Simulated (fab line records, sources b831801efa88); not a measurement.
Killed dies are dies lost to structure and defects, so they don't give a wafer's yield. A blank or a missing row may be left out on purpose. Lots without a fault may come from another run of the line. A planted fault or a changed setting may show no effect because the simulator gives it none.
Which tool did it? | flow gf180mcu | 12 lots, 36 wafers sampled, at 3 steps of a route of 602

WHAT THE GAUGES READ, wafer by wafer
GF_V4_BOW_MEAS_05. Usual: V4_BOW 134 um, standard deviation 7.7.
lot  | measured     | on            | V4_BOW (um) | flag
L608 | day 23 10:49 | film_metro-03 | 136 139 132 |
L610 | day 24 04:38 | film_metro-04 | 130 138 127 |
L611 | day 24 15:52 | film_metro-01 | 143 147 138 |
L612 | day 24 22:02 | film_metro-04 | 129 125 136 |
L614 | day 25 19:13 | film_metro-03 | 142 143 137 |
L617 | day 26 16:55 | film_metro-03 | 138 140 137 |
L618 | day 27 03:31 | film_metro-03 | 128 137 146 |
L619 | day 27 04:58 | film_metro-01 | 140 142 135 |
L621 | day 27 22:53 | film_metro-04 | 129 111 128 |
L623 | day 28 11:39 | film_metro-03 | 139 144 141 |
L630 | day 30 07:42 | film_metro-04 | 137 131 138 |
L631 | day 30 14:24 | film_metro-04 | 132 135 124 |

GF_V5_THK_MEAS_03. Usual: V5_CVD_02_THK 1450 nm, standard deviation 19.
lot  | measured     | on            | V5_CVD_02_THK (nm) | flag
L608 | day 26 07:39 | film_metro-03 | 1444 1424 1449     |
L610 | day 27 00:21 | film_metro-04 | 1473 1465 1468     |
L611 | day 27 10:14 | film_metro-03 | 1445 1444 1479     |
L612 | day 27 16:38 | film_metro-02 | 1440 1457 1462     |
L614 | day 28 10:16 | film_metro-04 | 1430 1433 1476     |
L617 | day 29 15:58 | film_metro-02 | 1439 1423 1449     |
L618 | day 29 17:34 | film_metro-02 | 1415 1407 1413     |
L619 | day 29 18:13 | film_metro-02 | 1440 1436 1457     |
L621 | day 30 10:46 | film_metro-02 | 1432 1420 1471     |
L623 | day 30 23:00 | film_metro-02 | 1436 1467 1455     |
L630 | day 32 14:46 | film_metro-04 | 1434 1449 1433     |
L631 | day 32 21:00 | film_metro-04 | 1447 1475 1487     |

WHICH TOOL RAN EACH LOT (tool, then ch and the chambers of the sampled wafers, then the start)
lot  | GF_M4_STRIP_17
L608 | plasma_asher-02 ch 0,1, day 23 09:44
L610 | plasma_asher-01 ch 0,1, day 24 03:31
L611 | plasma_asher-03 ch 0,1, day 24 14:46
L612 | plasma_asher-03 ch 0,1, day 24 20:56
L614 | plasma_asher-02 ch 0,1, day 25 18:02
L617 | plasma_asher-02 ch 0,1, day 26 15:49
L618 | plasma_asher-02 ch 0,1, day 27 02:25
L619 | plasma_asher-03 ch 0,1, day 27 03:52
L621 | plasma_asher-01 ch 0,1, day 27 21:47
L623 | plasma_asher-03 ch 0,1, day 28 10:31
L630 | plasma_asher-01 ch 0,1, day 30 06:31
L631 | plasma_asher-02 ch 0,1, day 30 13:17
- GF_M4_STRIP_17: strips in O2/N2.

WHAT THE TOOLS THEMSELVES READ (means of the sampled wafers that have a number; where no wafer has one, the mark that the record gives instead)
GF_M4_STRIP_17. Usual: chamber_pressure_mTorr 1500.1 mTorr, standard deviation 1.3; drypump_motor_current_A 5.63 A, standard deviation 0.29; heater_power_w 344 W, standard deviation 52; oes_product_au 0.538 a.u., standard deviation 0.0051; strip_time_to_endpoint_s 7.40 s, standard deviation 0.047.
lot  | tool            | chamber_pressure_mTorr (mTorr) | drypump_motor_current_A (A) | heater_power_w (W) | oes_product_au (a.u.) | strip_time_to_endpoint_s (s) | flag
L608 | plasma_asher-02 | 1499.5                         | 5.57                        | 373                | 0.540                 | 7.43                         |
L610 | plasma_asher-01 | 1499.1                         | 5.83                        | 289                | 0.541                 | 7.35                         |
L611 | plasma_asher-03 | 1500.5                         | 5.76                        | 357                | 0.539                 | 7.45                         |
L612 | plasma_asher-03 | 1500.2                         | 5.51                        | 348                | 0.534                 | 7.36                         |
L614 | plasma_asher-02 | 1499.5                         | 5.66                        | 333                | 0.540                 | 7.44                         |
L617 | plasma_asher-02 | 1500.1                         | 5.58                        | 374                | 0.541                 | 7.41                         |
L618 | plasma_asher-02 | 1499.2                         | 5.56                        | 376                | 0.541                 | 7.41                         |
L619 | plasma_asher-03 | 1498.6                         | 5.51                        | 354                | 0.539                 | 7.32                         |
L621 | plasma_asher-01 | 1500.0                         | 5.81                        | 288                | 0.538                 | 7.40                         |
L623 | plasma_asher-03 | 1500.0                         | 5.53                        | 357                | 0.539                 | 7.46                         |
L630 | plasma_asher-01 | 1500.6                         | 5.83                        | 288                | 0.539                 | 7.44                         |
L631 | plasma_asher-02 | 1499.4                         | 5.58                        | 374                | 0.533                 | 7.35                         |

THE ANSWER, worked out from the rows above alone
Rule: a lot is off if the mean of its wafers that have a number lies more than 3 standard deviations from the usual mean. A lot without any number at a reading at which 4 lots or more have one is off too. The other lots that the step has rows for count as sound. The gauges are gone through in route order, then the tools' own readings, and for those a lot's mean is taken as printed above. The first step at which some lot is off is used, and at that step the reading that is off furthest; a lot without a number counts as furthest.
No lot is off at any reading shown: from this, nothing can be told.

WHAT THE SIMULATOR HAD PUT IN
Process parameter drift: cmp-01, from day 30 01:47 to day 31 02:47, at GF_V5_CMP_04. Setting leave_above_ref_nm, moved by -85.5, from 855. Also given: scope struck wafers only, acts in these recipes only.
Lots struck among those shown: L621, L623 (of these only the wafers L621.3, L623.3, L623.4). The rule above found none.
